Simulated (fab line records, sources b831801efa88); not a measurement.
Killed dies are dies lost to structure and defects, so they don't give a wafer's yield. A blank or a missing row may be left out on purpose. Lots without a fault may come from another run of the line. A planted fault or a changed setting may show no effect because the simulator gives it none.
fab line records | flow sky130
record lots=12 wafers=36 last_day=49
route steps=708 shown RES_XHIGH@340 LI_CONTACT@374 CONTACT@410
lots that met no fault: from a run of the same line without faults
start_h: hours from the record's first day to the start of the lot's first wafer shown | wait_h: hours since the lot's step before | " the same as in the row above | L1.1+2: a row that stands for several wafers | - no value, or no start given | * or withheld: withheld | < > ~ a bound
route shown NAME@n: a module of which the file shows steps, and the number in the route of the first | usual: mean/standard deviation of fault-free wafers | same: alike in all rows | chamber/n: place in a boat | sites: the reading at each site | _std_site: their standard deviation | _edge_site: outer sites' mean less inner sites' | radius_mm: how far each site lies from the wafer's centre | mask NAME#n: copy n | behind: the tool/chamber that last shaped the wafer | hold: why the lot was held/for how many hours/how that ended | device: the transistor (n, p or np) that didn't switch | end of line: the same wafers' tests at the end of the route | a step without rows: its recipe alone | killed: dies lost to structure and defects at the first sort, not the wafer's yield | map: a wafer's dies, x killed, . not, _ none there
set.NAME: the setting as run; set.NAME@STEP: as run at that earlier step | model.NAME: the simulator's own value behind a step, which no gauge read
steps of the route over a sample of lots; a table a step, a row a wafer
services: from which hour (start_h, from the record's first day; less than 0 if before it) a tool's chamber was out of use, for how many hours, and why
## steps
# step SKY_RES_XHIGH_STRIP_08
# recipe chemistry=O2/N2 power_w=1400 pressure_mtorr=1500 platen_temp_c=withheld o2_flow_sccm=3000 n2_flow_sccm=300 overash_fraction=0.5
# usual drypump_motor_current_A=5.7/0.76 oes_product_au=0.711/0.0047 strip_time_to_endpoint_s=14.28/0.036
# columns lot.wafer tool chamber start_h wait_h drypump_motor_current_A oes_product_au rf_hours_counter_h strip_time_to_endpoint_s
L157.1 plasma_asher-04 1 613.59 0.1 4.7 0.713 47 14.31
L157.2 " 0 " " 6.3 0.715 47 14.31
L157.6 " 0 " " 6.3 0.713 - 14.29
L158.2 plasma_asher-02 1 625.97 0.1 5.1 0.713 83 14.27
L158.3 " 0 " " 4.8 0.718 - 14.32
L158.4 " 1 " " 5.1 0.715 - 14.34
L159.4 plasma_asher-02 1 634.47 0.1 5.0 0.710 - 14.23
L159.5 " 0 " " 4.8 0.707 - 14.27
L159.6 " 1 " " 5.0 0.716 - 14.25
L160.3 plasma_asher-04 1 645.12 0.1 4.8 0.721 - 14.25
L160.4 " 0 " " 6.3 0.711 - 14.23
L160.5 " 1 " " 4.8 0.710 - 14.26
L163.1 plasma_asher-02 1 676.96 0.1 5.0 0.708 88 14.27
L163.3 " 1 " " 5.0 0.714 - 14.26
L163.5 " 1 " " 5.1 0.705 - 14.28
L164.1 plasma_asher-01 0 683.39 0.1 5.9 0.710 27 14.26
L164.2 " 1 " " 6.6 0.709 27 14.23
L164.3 " 0 " " 5.9 0.709 - 14.22
L165.1 plasma_asher-01 0 689.42 0.1 5.9 0.709 28 14.29
L165.2 " 1 " " 6.7 0.710 28 14.26
L165.3 " 0 " " 5.9 0.698 - 14.29
L166.1 plasma_asher-01 0 692.18 0.2 5.9 0.711 29 14.27
L166.4 " 1 " " 6.7 0.705 - 14.20
L166.6 " 1 " " 6.7 0.707 - 14.21
L168.2 plasma_asher-04 1 716.87 0.1 4.7 0.713 54 14.29
L168.3 " 1 " " 4.8 0.714 - 14.28
L168.4 " 0 " " 6.3 0.710 - 14.28
L169.3 plasma_asher-04 1 719.59 0.1 4.7 0.714 - 14.30
L169.4 " 0 " " 6.3 0.715 - 14.32
L169.6 " 0 " " 6.3 0.713 - 14.32
L175.1 plasma_asher-04 0 766.32 0.1 6.4 0.709 59 14.30
L175.5 " 0 " " 6.3 0.712 - 14.25
L175.6 " 1 " " 4.8 0.708 - 14.26
L177.3 plasma_asher-01 0 781.24 0.1 5.9 0.716 - 14.30
L177.5 " 1 " " 6.6 0.716 - 14.27
L177.6 " 0 " " 5.9 0.711 - 14.25
# step SKY_LI_CONTACT_CD_MEAS_12
# recipe target_cd_nm=170
# usual cd_nm=169.8/1.2
# columns lot.wafer tool chamber start_h wait_h cd_nm
L157.1 cd_sem-01 - 672.43 - 168.6
L157.2 " - " " 168.2
L157.6 " - " " 169.8
L158.2 cd_sem-02 - 685.44 - 168.9
L158.3 " - " " 168.1
L158.4 " - " " 168.1
L159.4 cd_sem-02 - 694.98 - 170.8
L159.5 " - " " 170.0
L159.6 " - " " 170.3
L160.3 cd_sem-02 - 705.51 - 169.9
L160.4 " - " " 170.3
L160.5 " - " " 169.4
L163.1 cd_sem-02 - 735.36 - 169.8
L163.3 " - " " 170.3
L163.5 " - " " 170.5
L164.1 cd_sem-01 - 741.58 - 171.5
L164.2 " - " " 172.2
L164.3 " - " " 173.1
L165.1 cd_sem-02 - 747.16 - 169.3
L165.2 " - " " 168.8
L165.3 " - " " 170.3
L166.1 cd_sem-01 - 749.13 - 170.7
L166.4 " - " " 171.3
L166.6 " - " " 171.2
L168.2 cd_sem-01 - 772.40 - 169.3
L168.3 " - " " 169.6
L168.4 " - " " 170.1
L169.3 cd_sem-02 - 777.81 - 167.3
L169.4 " - " " 167.0
L169.6 " - " " 168.4
L175.1 cd_sem-02 - 821.26 - 168.8
L175.5 " - " " 168.9
L175.6 " - " " 169.5
L177.3 cd_sem-01 - 835.31 - 169.5
L177.5 " - " " 168.9
L177.6 " - " " 169.4
# step SKY_LI_CONTACT_CVD_21
# recipe material=W target_thk_nm=400 time_s=120.56 temp_c=400 pressure_torr=40
# usual chamber_pressure_Torr=39.99/0.082 heater_power_w=828/59
# columns lot.wafer tool chamber start_h wait_h chamber_pressure_Torr heater_power_w
L157.1 cvd_w-01 1 673.15 0.0 39.87 804
L157.2 " 0 " " 39.98 744
L157.6 " 1 " " 39.83 793
L158.2 cvd_w-01 0 686.14 0.0 40.01 727
L158.3 " 0 " " 39.97 736
L158.4 " 1 " " 40.00 802
L159.4 cvd_w-02 0 695.71 0.1 40.13 876
L159.5 " 1 " " 40.03 880
L159.6 " 0 " " 40.01 878
L160.3 cvd_w-01 0 706.23 0.1 39.85 744
L160.4 " 1 " " 40.24 814
L160.5 " 0 " " 39.93 750
L163.1 cvd_w-02 0 736.07 0.0 39.90 880
L163.3 " 1 " " 39.97 894
L163.5 " 1 " " 39.95 888
L164.1 cvd_w-01 0 742.30 0.0 39.88 752
L164.2 " 1 " " 39.87 820
L164.3 " 1 " " 39.84 814
L165.1 cvd_w-01 0 747.87 0.0 40.05 748
L165.2 " 1 " " 39.88 809
L165.3 " 0 " " 40.03 757
L166.1 cvd_w-01 1 749.86 0.0 39.91 801
L166.4 " 0 " " 39.91 748
L166.6 " 0 " " 39.83 754
L168.2 cvd_w-01 1 773.11 0.0 39.99 825
L168.3 " 1 " " 39.98 810
L168.4 " 0 " " 40.09 752
L169.3 cvd_w-02 0 778.55 0.1 39.98 881
L169.4 " 1 " " 40.10 887
L169.6 " 0 " " 39.97 888
L175.1 cvd_w-01 0 821.97 0.0 49.98 752
L175.5 " 0 " " 49.90 747
L175.6 " 1 " " 40.00 818
L177.3 cvd_w-01 1 836.21 0.1 39.92 794
L177.5 " 1 " " 39.99 807
L177.6 " 0 " " 49.92 733
# step SKY_LI_CONTACT_RS_MEAS_22
# recipe thk_meas_gauge=four-point-probe reads=W_of_LI_CONTACT_CVD_21+TiN_of_LI_CONTACT_SPUTTER_20+Ti_of_LI_CONTACT_SPUTTER_19
# usual LI_CONTACT_W_RS=0.285/0.0058
# columns lot.wafer tool chamber start_h wait_h LI_CONTACT_W_RS[ohm/sq]
L157.1 film_metro-01 - 673.27 0.1 0.291
L157.2 " - " " 0.289
L157.6 " - " " 0.287
L158.2 film_metro-01 - 686.28 0.1 0.290
L158.3 " - " " 0.289
L158.4 " - " " 0.287
L159.4 film_metro-01 - 695.86 0.1 0.286
L159.5 " - " " 0.289
L159.6 " - " " 0.286
L160.3 film_metro-03 - 706.35 0.1 0.288
L160.4 " - " " 0.289
L160.5 " - " " 0.284
L163.1 film_metro-03 - 736.20 0.1 0.293
L163.3 " - " " 0.288
L163.5 " - " " 0.287
L164.1 film_metro-01 - 742.42 0.1 0.288
L164.2 " - " " 0.290
L164.3 " - " " 0.287
L165.1 film_metro-01 - 748.00 0.1 0.284
L165.2 " - " " 0.285
L165.3 " - " " 0.283
L166.1 film_metro-01 - 749.99 0.1 0.291
L166.4 " - " " 0.290
L166.6 " - " " 0.289
L168.2 film_metro-03 - 773.26 0.1 0.287
L168.3 " - " " 0.285
L168.4 " - " " 0.286
L169.3 film_metro-04 - 778.67 0.1 0.273
L169.4 " - " " 0.283
L169.6 " - " " 0.276
L175.1 film_metro-01 - 822.10 0.1 0.260
L175.5 " - " " 0.261
L175.6 " - " " 0.284
L177.3 film_metro-01 - 836.33 0.1 0.291
L177.5 " - " " 0.290
L177.6 " - " " 0.258
# step SKY_LI_CONTACT_THK_MEAS_23
# recipe thk_meas_gauge=xrf reads=W_of_LI_CONTACT_CVD_21
# usual LI_CONTACT_W_THK=382/8.7
# columns lot.wafer tool chamber start_h wait_h LI_CONTACT_W_THK[nm]
L157.1 film_metro-01 - 673.39 0.1 373
L157.2 " - " " 375
L157.6 " - " " 377
L158.2 film_metro-01 - 686.39 0.1 371
L158.3 " - " " 376
L158.4 " - " " 378
L159.4 film_metro-01 - 695.95 0.1 378
L159.5 " - " " 374
L159.6 " - " " 376
L160.3 film_metro-03 - 706.45 0.1 377
L160.4 " - " " 375
L160.5 " - " " 381
L163.1 film_metro-03 - 736.32 0.1 371
L163.3 " - " " 375
L163.5 " - " " 377
L164.1 film_metro-01 - 742.54 0.1 379
L164.2 " - " " 376
L164.3 " - " " 383
L165.1 film_metro-01 - 748.12 0.1 381
L165.2 " - " " 386
L165.3 " - " " 385
L166.1 film_metro-01 - 750.11 0.1 373
L166.4 " - " " 378
L166.6 " - " " 377
L168.2 film_metro-03 - 773.37 0.1 380
L168.3 " - " " 383
L168.4 " - " " 384
L169.3 film_metro-04 - 778.77 0.1 398
L169.4 " - " " 384
L169.6 " - " " 395
L175.1 film_metro-01 - 822.22 0.1 419
L175.5 " - " " 419
L175.6 " - " " 386
L177.3 film_metro-01 - 836.43 0.1 377
L177.5 " - " " 378
L177.6 " - " " 424
# step SKY_CONTACT_CMP_04
# recipe material=SiO2 down_force_psi=4 platen_rpm=60 pad_velocity_m_s=0.94248
# usual motor_current_A=11.6/1.3 time_to_endpoint_s=84/5.9
# columns lot.wafer tool chamber start_h wait_h motor_current_A time_to_endpoint_s
L157.2 cmp-01 2 704.22 0.0 12.1 83
L157.1 " 0 " " 11.0 81
L157.6 " 3 " " 10.6 82
L158.4 cmp-02 0 717.56 0.1 8.6 84
L158.2 " 1 " " 12.3 92
L158.3 " 2 " " 13.3 83
L159.4 cmp-02 0 726.51 0.0 9.5 81
L159.6 " 0 " " 9.6 90
L159.5 " 1 " " 12.4 86
L160.4 cmp-01 3 735.22 0.1 11.1 86
L160.3 " 0 " " 10.8 77
L160.5 " 3 " " 10.3 85
L163.1 cmp-02 3 764.98 0.1 12.5 81
L163.3 " 2 " " 13.7 84
L163.5 " 0 " " 9.8 86
L164.2 cmp-01 3 771.11 0.0 10.8 82
L164.1 " 1 " " 13.0 75
L164.3 " 2 " " 12.3 87
L165.1 cmp-02 0 779.08 0.1 9.2 88
L165.3 " 2 " " 13.5 86
L165.2 " 3 " " 12.2 84
L166.4 cmp-01 3 779.45 0.1 11.0 84
L166.1 " 0 " " 10.8 85
L166.6 " 1 " " 12.4 80
L168.3 cmp-01 1 801.48 0.1 13.1 76
L168.4 " 2 " " 12.2 86
L168.2 " 3 " " 11.6 83
L169.3 cmp-02 0 806.44 0.1 9.3 86
L169.4 " 1 " " 12.2 89
L169.6 " 2 " " 12.5 93
L175.1 cmp-01 1 849.95 0.2 12.5 82
L175.6 " 2 " " 12.0 83
L175.5 " 3 " " 10.6 86
L177.3 cmp-01 0 863.46 0.1 11.1 81
L177.5 " 3 " " 11.1 78
L177.6 " 0 " " 11.2 76
## services
# columns tool chamber start_h hours kind
cvd_w-02 1 596.44 17.3 repair
cmp-01 - 598.91 1.3 repair
cvd_w-02 0 607.62 2.5 repair
cmp-01 - 622.35 1.0 repair
cvd_w-01 - 628.19 4.3 pm
cvd_w-01 1 635.51 5.1 repair
cvd_w-01 - 651.79 2.8 pm
cmp-02 - 675.92 11.9 pm
plasma_asher-04 - 676.69 28.1 pm
plasma_asher-02 - 678.05 23.5 repair
cmp-01 - 688.33 5.2 repair
cmp-02 - 690.84 2.6 repair
cmp-02 - 720.53 0.5 repair
plasma_asher-01 - 721.63 1.6 repair
cmp-02 - 735.16 1.8 repair
cmp-02 - 735.97 0.3 repair
cmp-01 - 745.77 4.0 pm
cmp-02 - 762.31 0.3 repair
cmp-01 - 797.44 0.8 repair
cmp-01 - 804.26 29.0 repair
cmp-01 - 822.05 5.3 repair
plasma_asher-04 - 822.80 3.4 repair
cmp-02 - 850.26 5.0 pm
plasma_asher-01 - 860.48 1.4 repair
## key
first_sign step=SKY_LI_CONTACT_CVD_21 reading=chamber_pressure_Torr direction=up sigmas=99+ usual=39.99 struck=49.94
effect step=SKY_LI_CONTACT_RS_MEAS_22 reading=LI_CONTACT_W_RS direction=down sigmas=4.5 usual=0.285 struck=0.259
effect step=SKY_LI_CONTACT_THK_MEAS_23 reading=LI_CONTACT_W_THK direction=up sigmas=4.4 usual=382 struck=420
met_at SKY_LI_CONTACT_CVD_21
struck_lots L175,L177
struck_wafers L175.1,L175.5,L177.6
tester_left_out L175,L177
not_acting_at SKY_RES_XHIGH_STRIP_08,SKY_LI_CONTACT_CD_MEAS_12,SKY_CONTACT_CMP_04
onset_between 773.11 821.97
fault kind=process_parameter_drift tool=cvd_w-01 chamber=0 onset_h=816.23 steps=SKY_LI_CONTACT_CVD_21 channel=pressure_torr offset=9.9746 shape=step end_h=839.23 acts_in=these_recipes_only stated=40
# tester_left_out: of these lots the tester's yield and bins aren't shown, on N5 and GAA mostly nor the transistor test; their killed dies are dies lost to structure and defects alone, not to doping, threshold or leakage, so they don't give the yield
